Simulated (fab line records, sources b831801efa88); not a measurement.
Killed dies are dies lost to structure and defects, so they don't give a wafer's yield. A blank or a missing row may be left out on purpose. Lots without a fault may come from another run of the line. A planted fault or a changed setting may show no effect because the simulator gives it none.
A struck lot beside a sound one | flow sky130 | 16 steps out of a route of 708
Sound: wafers L361.1, L361.5, L361.6. Struck: wafers L373.1, L373.2, L373.3. The cause comes at the end.
At each step with rows: each side's tool, then ch and its chambers, then its first start. Under that, the readings that differ: sound wafers | struck wafers | difference of the means | sigmas: that difference in standard deviations of wafers without a fault.
alike: readings whose means differ by less than 2 such deviations, and words and numbers that are the same on both sides. not compared: withheld readings, readings that some wafer has no value for, bounds like >300 that may hide the same value, and numbers for which the record gives no deviation and whose values overlap.
The two part at a step that has a row with sigmas, a row that says differs or no value, or rows on one side only. Numbers that don't overlap but have no deviation are shown without sigmas and don't part them. A reading that every wafer of one side lacks parts them only if that side has two wafers or more.

SKY_VT_ADJUST_HVTR_OVL_MEAS_08:
  sound on overlay-02, day 10 23:21; struck on overlay-01, day 14 17:32
  alike: VT_ADJUST_HVTR_OVL
then, 1 step without rows for these wafers: SKY_VT_ADJUST_HVTR_IMPLANT_09.
SKY_VT_ADJUST_HVTR_STRIP_10: strips in O2/N2.
  sound on plasma_asher-03 ch 0,1, day 10 23:32; struck on plasma_asher-03 ch 0,1, day 14 17:44
  reading                      | sound             | struck            | difference | sigmas
  strip_time_to_endpoint_s (s) | 14.00 14.04 14.04 | 14.12 14.16 14.14 | +0.11      | +3
  alike: drypump_motor_current_A, oes_product_au
  not compared: rf_hours_counter_h
SKY_VT_ADJUST_HVTR_TW_MEAS_11:
  sound on film_metro-01, day 10 23:38; struck on film_metro-03, day 14 17:50
  reading           | sound             | struck            | difference | sigmas
  VT_ADJUST_HVTR_TW | 213.2 212.4 212.8 | 209.5 207.7 208.2 | -4.3       | -3
then, 7 steps without rows for these wafers: SKY_VT_ADJUST_PCH_DEHYDRATE_00 (time 60 s); SKY_VT_ADJUST_PCH_HMDS_01 (prime time 60 s); SKY_VT_ADJUST_PCH_COAT_02 (resist thk 3000 nm); SKY_VT_ADJUST_PCH_SOFTBAKE_03; SKY_VT_ADJUST_PCH_EXPOSE_04 (exposes mask NWM, target cd 840 nm); SKY_VT_ADJUST_PCH_PEB_05; SKY_VT_ADJUST_PCH_DEVELOP_06 (develop time 60 s).
SKY_VT_ADJUST_PCH_OVL_MEAS_07:
  sound on overlay-01, day 11 22:37; struck on overlay-02, day 15 21:16
  alike: VT_ADJUST_PCH_OVL
SKY_VT_ADJUST_PCH_IMPLANT_08:
  sound on implanter-01 ch 0, day 11 22:39; struck on implanter-02 ch 0, day 15 21:18
  reading                          | sound                      | struck                      | difference | sigmas
  beam_on_s (s)                    | 9.70 10.34 10.19           | 12.34 11.76 12.00           | +1.96      | +9
  end_station_pressure_torr (Torr) | 4.81e-06 4.95e-06 4.78e-06 | 8.5e-05 7.827e-05 8.395e-05 | +7.8e-05   | +99 or more
  faraday_current_uA               | 2.89 2.73 2.77             | 2.27 2.40 2.35              | -0.46      | -8
SKY_VT_ADJUST_PCH_STRIP_09: strips in O2/N2.
  sound on plasma_asher-04 ch 0,1, day 11 22:48; struck on plasma_asher-01 ch 0,1, day 15 21:27
  reading                      | sound             | struck            | difference | sigmas
  strip_time_to_endpoint_s (s) | 36.77 36.71 36.71 | 37.02 37.02 36.96 | +0.27      | +2
  alike: drypump_motor_current_A, oes_product_au
  not compared: rf_hours_counter_h
SKY_VT_ADJUST_PCH_TW_MEAS_10:
  sound on film_metro-02, day 11 22:54; struck on film_metro-04, day 15 21:47
  reading          | sound             | struck            | difference | sigmas
  VT_ADJUST_PCH_TW | 142.3 142.4 142.6 | 150.6 149.9 150.7 | +8.0       | +6
  not compared: hold
-- the record jumps here: 34 days lie between the struck wafers' starts before and after (it left off in module VT_ADJUST_PCH and takes up again in module PAD_OPEN, whose first step shown is number 708 of the route) --
SKY_PAD_OPEN_PROBE_99:
  sound on prober-01, day 47 04:23; struck on prober-01, day 50 00:29
  reading                                   | sound                   | struck                  | difference | sigmas
  model.etest.pfet_g5v0d10v5.off_log10_a_um | -12.98 -12.81 -12.8     | -11.28 -11.57 -11.44    | +1.43      |
  model.etest.pfet_g5v0d10v5.vt_sat_v (V)   | -0.6754 -0.6424 -0.6526 | -0.5086 -0.5503 -0.5427 | +0.1229    |
  model.etest.pfet_16v.vt_v (V)             | -1.115 -1.104 -1.101    | -1.018 -1.022 -1.014    | +0.089     |
  model.etest.pfet_g5v0d10v5.vt_v (V)       | -0.8599 -0.8264 -0.8377 | -0.7377 -0.7695 -0.7678 | +0.0830    |
  model.etest.pfet_g5v0d10v5.vt_long_v (V)  | -0.9427 -0.9284 -0.9281 | -0.8617 -0.8648 -0.8583 | +0.0715    |
  model.etest.pfet_01v8_lvt.vt_sat_v (V)    | -0.462 -0.4551 -0.4619  | -0.3775 -0.3897 -0.3662 | +0.0819    |
  model.etest.pfet_01v8_lvt.vt_v (V)        | -0.5461 -0.5399 -0.545  | -0.4823 -0.4895 -0.4719 | +0.0624    |
  model.etest.pfet_01v8_lvt.vt_long_v (V)   | -0.6633 -0.6536 -0.6579 | -0.6095 -0.6116 -0.6003 | +0.0511    |
  alike: killed_at_M0_to_M3, killed_at_M4_up, killed_at_contacts, killed_at_front_end, killed_at_other, killed_dies, killed_open, killed_short

WHERE THEY PART
First at SKY_VT_ADJUST_HVTR_STRIP_10; last, within this record, at SKY_VT_ADJUST_PCH_TW_MEAS_10. Later steps at which nothing parts them and some readings are alike: SKY_PAD_OPEN_PROBE_99.

WHY: what the simulator had put in
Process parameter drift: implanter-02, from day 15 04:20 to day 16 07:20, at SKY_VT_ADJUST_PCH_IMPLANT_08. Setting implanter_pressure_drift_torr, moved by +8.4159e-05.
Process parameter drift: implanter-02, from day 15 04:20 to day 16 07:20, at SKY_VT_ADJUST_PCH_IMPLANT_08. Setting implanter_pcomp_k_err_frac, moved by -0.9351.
